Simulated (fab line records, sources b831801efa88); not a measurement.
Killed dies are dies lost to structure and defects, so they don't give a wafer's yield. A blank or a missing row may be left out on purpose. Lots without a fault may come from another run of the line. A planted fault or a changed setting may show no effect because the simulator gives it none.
Which tool did it? | flow sky130 | 12 lots, 36 wafers sampled, at 4 steps of a route of 708

WHAT THE GAUGES READ, wafer by wafer
SKY_VIA1_THK_MEAS_23: measures by xrf. Usual: VIA1_W_THK 281 nm, standard deviation 3.9.
lot  | measured     | on            | VIA1_W_THK (nm) | flag
L552 | day 34 13:40 | film_metro-01 | 274 278 278     |
L553 | day 34 23:48 | film_metro-01 | 287 286 283     |
L555 | day 35 07:06 | film_metro-02 | 290 289 286     |
L554 | day 35 10:27 | film_metro-04 | 277 273 276     |
L558 | day 36 05:29 | film_metro-01 | 283 282 280     |
L559 | day 36 11:59 | film_metro-04 | 278 277 280     |
L561 | day 37 05:25 | film_metro-02 | 288 285 285     |
L562 | day 37 15:22 | film_metro-01 | 276 279 273     |
L563 | day 37 18:20 | film_metro-01 | 281 277 271     |
L567 | day 38 18:47 | film_metro-01 | 280 282 282     |
L568 | day 39 01:22 | film_metro-01 | 281 280 284     |
L575 | day 41 01:06 | film_metro-02 | 280 282 282     |

SKY_VIA2_CD_MEAS_12: target cd 200 nm. Usual: cd_nm 199.9 nm, standard deviation 1.5.
lot  | measured     | on        | cd_nm (nm)        | flag
L552 | day 36 20:16 | cd_sem-01 | 200.4 200.2 200.7 |
L553 | day 37 05:16 | cd_sem-01 | 198.5 198.1 198.5 |
L555 | day 37 13:32 | cd_sem-02 | 201.6 203.1 202.0 |
L554 | day 37 16:53 | cd_sem-01 | 199.6 198.7 200.1 |
L558 | day 38 12:01 | cd_sem-01 | 196.2 198.2 197.4 |
L559 | day 38 17:41 | cd_sem-01 | 199.2 199.7 198.5 |
L561 | day 39 09:53 | cd_sem-02 | 201.9 202.4 201.3 |
L562 | day 39 19:33 | cd_sem-02 | 200.7 202.2 201.6 |
L563 | day 39 23:25 | cd_sem-02 | 200.3 199.3 199.5 |
L567 | day 40 23:31 | cd_sem-01 | 198.5 199.1 198.2 |
L568 | day 41 05:34 | cd_sem-01 | 199.9 200.1 199.5 |
L575 | day 43 03:28 | cd_sem-01 | 199.2 198.7 197.9 |

WHICH TOOL RAN EACH LOT (tool, then ch and the chambers of the sampled wafers, then the start)
lot  | SKY_METAL2_STRIP_20                  | SKY_VIA2_SOFTBAKE_08
L552 | plasma_asher-02 ch 0,1, day 35 16:37 | litho_track-02 ch 0, day 36 07:00
L553 | plasma_asher-04 ch 0,1, day 36 02:42 | litho_track-02 ch 0, day 36 16:00
L555 | plasma_asher-03 ch 0,1, day 36 10:52 | litho_track-03 ch 0, day 37 00:00
L554 | plasma_asher-02 ch 0,1, day 36 13:54 | litho_track-01 ch 0, day 37 04:00
L558 | plasma_asher-02 ch 0,1, day 37 08:57 | litho_track-02 ch 0, day 37 22:00
L559 | plasma_asher-04 ch 0,1, day 37 14:59 | litho_track-01 ch 0, day 38 04:00
L561 | plasma_asher-02 ch 1, day 38 07:45   | litho_track-01 ch 0, day 38 20:00
L562 | plasma_asher-02 ch 0,1, day 38 17:43 | litho_track-03 ch 0, day 39 06:00
L563 | plasma_asher-02 ch 0,1, day 38 20:33 | litho_track-02 ch 0, day 39 10:00
L567 | plasma_asher-02 ch 0,1, day 39 21:06 | litho_track-01 ch 0, day 40 10:00
L568 | plasma_asher-02 ch 0,1, day 40 03:31 | litho_track-02 ch 0, day 40 17:00
L575 | plasma_asher-02 ch 0,1, day 42 02:44 | litho_track-03 ch 0, day 42 15:00
- SKY_METAL2_STRIP_20: strips in O2/N2.
- SKY_VIA2_SOFTBAKE_08: time 90 s.

WHAT THE TOOLS THEMSELVES READ (means of the sampled wafers that have a number; where no wafer has one, the mark that the record gives instead)
SKY_METAL2_STRIP_20. Usual: drypump_motor_current_A 5.9 A, standard deviation 0.4; oes_product_au 0.343 a.u., standard deviation 0.0044; strip_time_to_endpoint_s 2.70 s, standard deviation 0.049.
lot  | tool            | drypump_motor_current_A (A) | oes_product_au (a.u.) | strip_time_to_endpoint_s (s) | flag
L552 | plasma_asher-02 | 5.8                         | 0.346                 | 2.67                         |
L553 | plasma_asher-04 | 5.9                         | 0.347                 | 2.78                         |
L555 | plasma_asher-03 | 6.5                         | 0.343                 | 2.71                         |
L554 | plasma_asher-02 | 6.0                         | 0.347                 | 2.76                         |
L558 | plasma_asher-02 | 6.0                         | 0.342                 | 2.72                         |
L559 | plasma_asher-04 | 5.9                         | 0.345                 | 2.69                         |
L561 | plasma_asher-02 | 6.1                         | 0.339                 | 2.67                         |
L562 | plasma_asher-02 | 6.0                         | 0.342                 | 2.68                         |
L563 | plasma_asher-02 | 5.8                         | 0.344                 | 2.72                         |
L567 | plasma_asher-02 | 6.0                         | 0.340                 | 2.66                         |
L568 | plasma_asher-02 | 6.0                         | 0.346                 | 2.67                         |
L575 | plasma_asher-02 | 5.8                         | 0.342                 | 2.71                         |

SKY_VIA2_SOFTBAKE_08. Usual: exhaust_pa 45.1 Pa, standard deviation 0.84; heater_power_total_W 57.34 W, standard deviation 0.12; run_length_s 119.02 s, standard deviation 0.15.
lot  | tool           | exhaust_pa (Pa) | heater_power_total_W (W) | run_length_s (s) | flag
L552 | litho_track-02 | 44.6            | 57.37                    | 118.91           |
L553 | litho_track-02 | 45.2            | 57.33                    | 118.97           |
L555 | litho_track-03 | 44.9            | 57.38                    | 118.93           |
L554 | litho_track-01 | 44.1            | 57.40                    | 119.23           |
L558 | litho_track-02 | 45.3            | 57.31                    | 119.00           |
L559 | litho_track-01 | 44.8            | 57.36                    | 119.09           |
L561 | litho_track-01 | 44.8            | 57.37                    | 119.10           |
L562 | litho_track-03 | 45.1            | 57.28                    | 118.83           |
L563 | litho_track-02 | 44.5            | 57.37                    | 119.02           |
L567 | litho_track-01 | 45.9            | 57.39                    | 119.16           |
L568 | litho_track-02 | 45.6            | 59.04                    | 112.24           | OFF
L575 | litho_track-03 | 45.7            | 57.27                    | 118.81           |

THE ANSWER, worked out from the rows above alone
Rule: a lot is off if the mean of its wafers that have a number lies more than 3 standard deviations from the usual mean. A lot without any number at a reading at which 4 lots or more have one is off too. The other lots that the step has rows for count as sound. The gauges are gone through in route order, then the tools' own readings, and for those a lot's mean is taken as printed above. The first step at which some lot is off is used, and at that step the reading that is off furthest; a lot without a number counts as furthest.
Off: L568, at SKY_VIA2_SOFTBAKE_08 (run_length_s).
A tool fits if, at that step or a process step before it, it ran every lot that is off, and no sound lot after the first of them. One fits: litho_track-02 at SKY_VIA2_SOFTBAKE_08. Its last sound lot is L563 (day 39 10:00), its first lot that is off L568 (day 40 17:00): a fault that began between those two fits.
The tool's own readings at SKY_VIA2_SOFTBAKE_08 bear it out: on the lots that are off they differ by more than 5 times the standard deviation of the sound lots' means. heater_power_total_W reads 59.04 W there against 57.35 W on the sound lots; run_length_s reads 112.24 s there against 119.00 s on the sound lots.

WHAT THE SIMULATOR HAD PUT IN
Process parameter drift: litho_track-02, from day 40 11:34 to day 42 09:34, at SKY_VIA2_SOFTBAKE_08. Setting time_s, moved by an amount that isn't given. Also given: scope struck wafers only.
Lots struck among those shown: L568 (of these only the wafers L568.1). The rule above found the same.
